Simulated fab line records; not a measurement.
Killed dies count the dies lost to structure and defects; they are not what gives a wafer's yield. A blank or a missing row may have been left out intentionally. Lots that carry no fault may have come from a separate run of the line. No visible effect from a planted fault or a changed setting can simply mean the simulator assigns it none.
Which tool was responsible?	flow sky130	14 lots, 41 wafers sampled, at 4 steps of a route of 708

== WHAT EACH GAUGE READ, for each wafer ==
SKY_POLY_GATE_THK_MEAS_01.
lot	measured	on	POLY_GATE_CVD_00_THK (nm)
L310	day 14 02:41	film metro-03	177.3 177.7 178.0
L311	day 14 02:42	film metro-02	178.1 179.2 178.3
L312	day 14 14:10	film metro-03	181.1 180.9 179.5
L313	day 14 19:29	film metro-03	180.7 180.3 179.8
L314	day 15 16:07	film metro-03	178.2 178.9 179.7
L316	day 16 03:23	film metro-04	181.0 181.7 181.6
L317	day 16 13:23	film metro-03	179.7 179.6 178.2
L321	day 17 20:23	film metro-03	176.4 176.8
L324	day 18 21:59	film metro-02	178.8 179.0 177.0
L325	day 19 01:47	film metro-04	177.4 177.1 177.7
L328	day 20 12:37	film metro-04	181.4 182.7 182.6
L331	day 21 10:32	film metro-04	180.2 180.4 180.0
L332	day 21 14:28	film metro-04	178.8 178.3 178.0
L333	day 21 20:40	film metro-02	181.0 181.3 180.5

SKY_RES_XHIGH_TW_MEAS_09.
lot	measured	on	RES_XHIGH_TW
L310	day 26 17:37	film metro-04	1624 1621 1634
L311	day 27 00:26	film metro-03	1659 1664 1651
L312	day 27 07:45	film metro-03	1654 1660 1651
L313	day 27 11:34	film metro-03	1653 1658 1650
L314	day 28 10:58	film metro-04	1620 1617 1623
L316	day 28 22:11	film metro-02	1648 1640 1644
L317	day 29 10:43	film metro-03	1632 1640 1645
L321	day 30 12:54	film metro-03	1640 1634
L324	day 31 11:52	film metro-03	1644 1636 1643
L325	day 31 15:35	film metro-04	1619 1618 1623
L328	day 32 20:59	film metro-03	1643 1633 1637
L331	day 33 18:24	film metro-04	1626 1635 1623
L332	day 33 20:55	film metro-04	1637 1629 1632
L333	day 34 03:16	film metro-03	1638 1643 1638

SKY_SD_N_OVL_MEAS_08.
lot	measured	on	SD_N_OVL (nm)
L310	day 27 23:23	overlay-02	-1.0 0.6 2.0
L311	day 28 05:33	overlay-02	-1.0 0.9 0.5
L312	day 28 12:24	overlay-01	-0.2 0.1 0.4
L313	day 28 15:53	overlay-02	1.0 -0.1 0.5
L314	day 29 15:35	overlay-01	-0.3 -0.4 -1.5
L316	day 30 03:08	overlay-01	0.0 0.3 0.9
L317	day 30 14:50	overlay-02	1.8 2.1 0.1
L321	day 31 16:33	overlay-01	1.0 -0.1
L324	day 32 14:56	overlay-01	-1.2 -2.7 -1.0
L325	day 32 18:47	overlay-01	-0.5 -0.5 0.1
L328	day 33 23:36	overlay-02	0.5 -0.1 0.1
L331	day 34 20:12	overlay-02	0.1 0.8 0.4
L332	day 34 22:59	overlay-01	0.6 -1.0 0.9
L333	day 35 04:47	overlay-01	-0.1 0.5 -0.7

== EACH LOT AND THE TOOL THAT RAN IT (in order: tool; ch and the chambers of the sampled wafers; start) ==
lot	SKY_POLY_CUT_SOFTBAKE_04
L310	litho track-01 ch 0, day 23 16:00
L311	litho track-03 ch 0, day 23 21:00
L312	litho track-03 ch 0, day 24 05:00
L313	litho track-01 ch 0, day 24 10:00
L314	litho track-02 ch 0, day 25 09:00
L316	litho track-03 ch 0, day 25 21:00
L317	litho track-03 ch 0, day 26 09:00
L321	litho track-03 ch 0, day 27 13:00
L324	litho track-03 ch 0, day 28 12:00
L325	litho track-02 ch 0, day 28 16:00
L328	litho track-01 ch 0, day 30 01:00
L331	litho track-01 ch 0, day 30 22:00
L332	litho track-02 ch 0, day 31 00:00
L333	litho track-03 ch 0, day 31 08:00
- SKY_POLY_CUT_SOFTBAKE_04: time 90 s.

== WHAT THE TOOLS THEMSELVES READ (means of the sampled wafers that have a number; where no wafer has one, the mark that the record gives instead) ==
SKY_POLY_CUT_SOFTBAKE_04.
lot	tool	exhaust pa (Pa)	heater power total W (W)	resist line temp C (C)	run length s (s)
L310	litho track-01	43.8	57.29	22.99	119.16
L311	litho track-03	46.2	57.31	23.03	119.32
L312	litho track-03	46.1	57.30	22.93	119.35
L313	litho track-01	45.4	57.29	23.10	119.13
L314	litho track-02	45.0	57.25	23.03	119.37
L316	litho track-03	44.5	57.38	23.02	119.34
L317	litho track-03	45.1	57.36	23.07	119.44
L321	litho track-03	43.9	59.02	23.07	111.36
L324	litho track-03	47.4	58.57	23.04	113.87
L325	litho track-02	45.8	57.37	23.09	119.38
L328	litho track-01	45.9	57.35	22.95	119.22
L331	litho track-01	45.6	57.37	22.93	119.08
L332	litho track-02	45.2	57.20	23.12	119.40
L333	litho track-03	44.0	57.36	23.00	119.26

== THE ANSWER, worked out from the rows above alone ==
Rule: usual is defined by the lots themselves. The widest of any qualifying gaps counts: lots, ordered by their means at a reading, are off when they make up no more than a third of the lots, leave a main group of 4 or more, and stand apart from it by 3 or more times the standard deviation of that group's means. A main group whose means are all the same, to the digits that the tables above print for the reading, isn't used. A lot without any number at a reading at which 4 lots or more have one is off too. Any other lot the step has rows for is counted as sound. First the gauges in route order, then the tools' own readings, where a lot's mean is used as printed above. The first step at which some lot is off is used, and at that step the reading that is off furthest; a lot without a number counts as furthest.
Off, at SKY_POLY_CUT_SOFTBAKE_04 on run length s: L321, L324. Main group: mean 119.29 s, sd 0.11.
A tool fits if, at that step or a process step before it, it ran every lot that is off, and no sound lot after the first of them. None of those tried fits.

== WHAT THE SIMULATOR HAD INSERTED ==
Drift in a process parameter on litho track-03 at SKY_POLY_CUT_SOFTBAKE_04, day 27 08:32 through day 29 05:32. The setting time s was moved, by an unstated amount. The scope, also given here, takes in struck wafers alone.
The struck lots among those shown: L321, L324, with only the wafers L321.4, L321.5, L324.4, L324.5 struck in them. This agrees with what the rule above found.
